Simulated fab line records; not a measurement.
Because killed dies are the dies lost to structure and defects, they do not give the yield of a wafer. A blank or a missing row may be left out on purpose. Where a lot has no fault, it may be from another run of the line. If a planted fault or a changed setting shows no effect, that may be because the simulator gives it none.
Split-lot trial | flow sky130 | route with 708 steps; 5 lots, 23 wafers read

## THE SPLIT
At SKY_LDD_N_IMPLANT_15, the setting energy_kev was moved away from the recipe's 50 on 8 of the 23 wafers read, by -4.8% to +2.6%. For the rest of the wafers, this setting stayed at what the recipe calls for.

The reading comes from the split's own step.

## THE READING
In nm, at SKY_LDD_N_IMPLANT_15: implant.drp_nm, which is the simulator's own figure and was read by no gauge. The file does not state a usual value for it.

wafer  | tool, chamber at the split | energy_kev as run | against the recipe | implant.drp_nm, nm | against lot-mates on the recipe
L079.1 | implanter-01, 0            | 50                | recipe             | 18.83              | -
L079.2 | implanter-01, 0            | 50                | recipe             | 18.83              | -
L079.3 | implanter-01, 0            | 50                | recipe             | 18.83              | -
L079.4 | implanter-01, 0            | 50                | recipe             | 18.83              | -
L079.6 | implanter-01, 0            | 50                | recipe             | 18.83              | -
L080.1 | implanter-04, 0            | 48.66             | -2.7%              | 18.46              | -0.37
L080.4 | implanter-04, 0            | 48.66             | -2.7%              | 18.46              | -0.37
L080.6 | implanter-04, 0            | 48.66             | -2.7%              | 18.46              | -0.37
L080.2 | implanter-04, 0            | 50                | recipe             | 18.83              | -
L080.5 | implanter-04, 0            | 50                | recipe             | 18.83              | -
L081.1 | implanter-01, 0            | 50                | recipe             | 18.83              | -
L081.2 | implanter-01, 0            | 50                | recipe             | 18.83              | -
L081.3 | implanter-01, 0            | 50                | recipe             | 18.83              | -
L084.2 | implanter-03, 0            | 50                | recipe             | 18.83              | -
L084.3 | implanter-03, 0            | 50                | recipe             | 18.83              | -
L084.4 | implanter-03, 0            | 50                | recipe             | 18.83              | -
L084.5 | implanter-03, 0            | 51.32             | +2.6%              | 19.2               | +0.37
L084.6 | implanter-03, 0            | 51.32             | +2.6%              | 19.2               | +0.37
L085.1 | implanter-01, 0            | 50                | recipe             | 18.83              | -
L085.2 | implanter-01, 0            | 50                | recipe             | 18.83              | -
L085.3 | implanter-01, 0            | 47.61             | -4.8%              | 18.17              | -0.66
L085.5 | implanter-01, 0            | 47.61             | -4.8%              | 18.17              | -0.66
L085.6 | implanter-01, 0            | 47.61             | -4.8%              | 18.17              | -0.66

THE FIT
A straight line over all 23 wafers: implant.drp_nm changes by +0.138 nm for each +1% of energy_kev; r = +1.00; the points scatter about the line by 0.0014 nm.
The same after taking each lot's own level away (the mean of its wafers on the recipe; 23 wafers): +0.138 nm for each +1%; r = +1.00; scatter 0.0014 nm.
Per that fit: largest energy_kev move, reading shift of 0.66 nm.
The lots' own levels span 18.830 to 18.830 nm.
So the lot-to-lot level changes the slope little: the two slopes agree.
Check: for one of the wafers moved furthest among these (-4.8%), held out of the fit, the line's prediction against its lot-mates is -0.661 nm. Against them it came out at -0.66 nm.

## OTHER SPLITS APPLIED TO THESE WAFERS
Other splits were also applied to these wafers ahead of the reading. Each is held against what the fit with the lots' levels taken away leaves over:
other split on the same wafers       | wafers away from the commonest value | r with implant.drp_nm (lot level and that fit taken away)
SKY_VT_ADJUST_HVTR_EXPOSE_04 dose_mj | 9                                    | -0.26
SKY_SONOS_TUNNEL_SOFTBAKE_03 temp_c  | 9                                    | -0.03
SKY_SONOS_ONO_CVD_04 time_s          | 10                                   | +0.14
SKY_SONOS_ONO_COAT_08 spin_rpm       | 7                                    | +0.07
SKY_GATE_OXIDE_CLEAN_15 time_s       | 10                                   | +0.12
SKY_POLY_GATE_CVD_03 pressure_mtorr  | 10                                   | +0.24
SKY_POLY_GATE_OXIDATION_20 ox_time_s | 18                                   | -0.23
SKY_LDD_N_IMPLANT_09 energy_kev      | 5                                    | -0.22

## THE WHOLE CHAIN: every reading that the file lists as answering this split, in the file's order
step                 | what it does | reading                                                         | change (the file's fit)               | r (the file's)
SKY_LDD_N_IMPLANT_15 |              | implant.rp_nm (the simulator's own value, which no gauge read)  | +0.325 nm for each +1% of the setting | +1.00
SKY_LDD_N_IMPLANT_15 |              | implant.drp_nm (the simulator's own value, which no gauge read) | +0.138 nm for each +1% of the setting | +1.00

## FILE'S OWN FIT
implant.drp_nm changes by +0.138 nm for each +1% of energy_kev, r = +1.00.
